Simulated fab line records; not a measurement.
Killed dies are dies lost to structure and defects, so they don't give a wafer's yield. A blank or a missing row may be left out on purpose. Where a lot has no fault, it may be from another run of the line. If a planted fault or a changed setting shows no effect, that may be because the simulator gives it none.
What tool caused it? / flow sfq line / 15 lots, 45 wafers sampled, at 1 step of a route of 325

== WHAT EACH GAUGE READ, for each wafer ==
The record holds no reading of a measuring or inspecting step that can be judged against a usual standard deviation.

== WHAT TOOL EACH LOT RAN ON (gives the tool, then ch and the chambers of the sampled wafers, and finally the start) ==
lot=L706; SFQ_TRILAYER_M7_LITHO_COAT_177=litho track-01 ch 0, day 71 00:05
lot=L707; SFQ_TRILAYER_M7_LITHO_COAT_177=litho track-01 ch 0, day 71 02:26
lot=L710; SFQ_TRILAYER_M7_LITHO_COAT_177=litho track-01 ch 0, day 73 02:33
lot=L712; SFQ_TRILAYER_M7_LITHO_COAT_177=litho track-03 ch 0, day 73 08:44
lot=L714; SFQ_TRILAYER_M7_LITHO_COAT_177=litho track-03 ch 0, day 73 20:38
lot=L715; SFQ_TRILAYER_M7_LITHO_COAT_177=litho track-01 ch 0, day 74 01:29
lot=L716; SFQ_TRILAYER_M7_LITHO_COAT_177=litho track-03 ch 0, day 74 11:35
lot=L717; SFQ_TRILAYER_M7_LITHO_COAT_177=litho track-01 ch 0, day 74 17:23
lot=L720; SFQ_TRILAYER_M7_LITHO_COAT_177=litho track-03 ch 0, day 75 19:17
lot=L721; SFQ_TRILAYER_M7_LITHO_COAT_177=litho track-03 ch 0, day 75 21:00
lot=L722; SFQ_TRILAYER_M7_LITHO_COAT_177=litho track-01 ch 0, day 76 01:54
lot=L723; SFQ_TRILAYER_M7_LITHO_COAT_177=litho track-03 ch 0, day 76 03:39
lot=L724; SFQ_TRILAYER_M7_LITHO_COAT_177=litho track-03 ch 0, day 76 10:21
lot=L727; SFQ_TRILAYER_M7_LITHO_COAT_177=litho track-02 ch 0, day 76 22:13
lot=L729; SFQ_TRILAYER_M7_LITHO_COAT_177=litho track-01 ch 0, day 78 08:52
- SFQ_TRILAYER_M7_LITHO_COAT_177: resist thk 600 nm.

== AS READ BY THE TOOLS THEMSELVES (means over the sampled wafers that have a number; for cases with no such wafer, the mark the record gives instead) ==
SFQ_TRILAYER_M7_LITHO_COAT_177. Usual: 2999.9 rpm for spin speed rpm, sd 1.9.
lot=L706; tool=litho track-01; spin speed rpm (rpm)=3000.1; flag=
lot=L707; tool=litho track-01; spin speed rpm (rpm)=2999.8; flag=
lot=L710; tool=litho track-01; spin speed rpm (rpm)=2998.7; flag=
lot=L712; tool=litho track-03; spin speed rpm (rpm)=3001.4; flag=
lot=L714; tool=litho track-03; spin speed rpm (rpm)=3001.0; flag=
lot=L715; tool=litho track-01; spin speed rpm (rpm)=2999.9; flag=
lot=L716; tool=litho track-03; spin speed rpm (rpm)=3001.7; flag=
lot=L717; tool=litho track-01; spin speed rpm (rpm)=2997.8; flag=
lot=L720; tool=litho track-03; spin speed rpm (rpm)=2998.8; flag=
lot=L721; tool=litho track-03; spin speed rpm (rpm)=2780.8; flag=OFF
lot=L722; tool=litho track-01; spin speed rpm (rpm)=2999.6; flag=
lot=L723; tool=litho track-03; spin speed rpm (rpm)=2782.5; flag=OFF
lot=L724; tool=litho track-03; spin speed rpm (rpm)=2781.9; flag=OFF
lot=L727; tool=litho track-02; spin speed rpm (rpm)=2997.6; flag=
lot=L729; tool=litho track-01; spin speed rpm (rpm)=2999.2; flag=

== THE ANSWER, worked out from the rows above alone ==
Rule: lot off if the mean of its wafers having a number is beyond 3 standard deviations from the usual mean. A lot without any number at a reading at which 4 lots or more have one is off too. All remaining lots with rows at the step are treated as sound. After the gauges, taken in route order, come the tools' own readings; for these a lot's mean is taken, as printed above. The first step at which some lot is off is used, and at that step the reading that is off furthest; a lot without a number counts as furthest.
Off: L721, L723, L724 (SFQ_TRILAYER_M7_LITHO_COAT_177, spin speed rpm).
A tool fits if, at that step or a process step before it, it ran every lot that is off, and no sound lot after the first of them. One fits: SFQ_TRILAYER_M7_LITHO_COAT_177 on litho track-03. Its last sound lot is L720 (day 75 19:17), its first lot that is off L721 (day 75 21:00): a fault that began between those two fits.
On the lots that are off, the tool's own readings at SFQ_TRILAYER_M7_LITHO_COAT_177 differ by more than 5 times the standard deviation of the sound lots' means, which bears it out; spin speed rpm reads 2781.7 rpm there versus 2999.6 rpm on the sound lots.

== WHAT THE SIMULATOR HAD INSERTED ==
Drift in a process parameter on litho track-03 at SFQ_TRILAYER_M7_LITHO_COAT_177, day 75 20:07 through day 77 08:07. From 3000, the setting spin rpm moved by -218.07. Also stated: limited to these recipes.
Lots struck among those shown: L721, L723, L724. The rule given above showed the same thing.
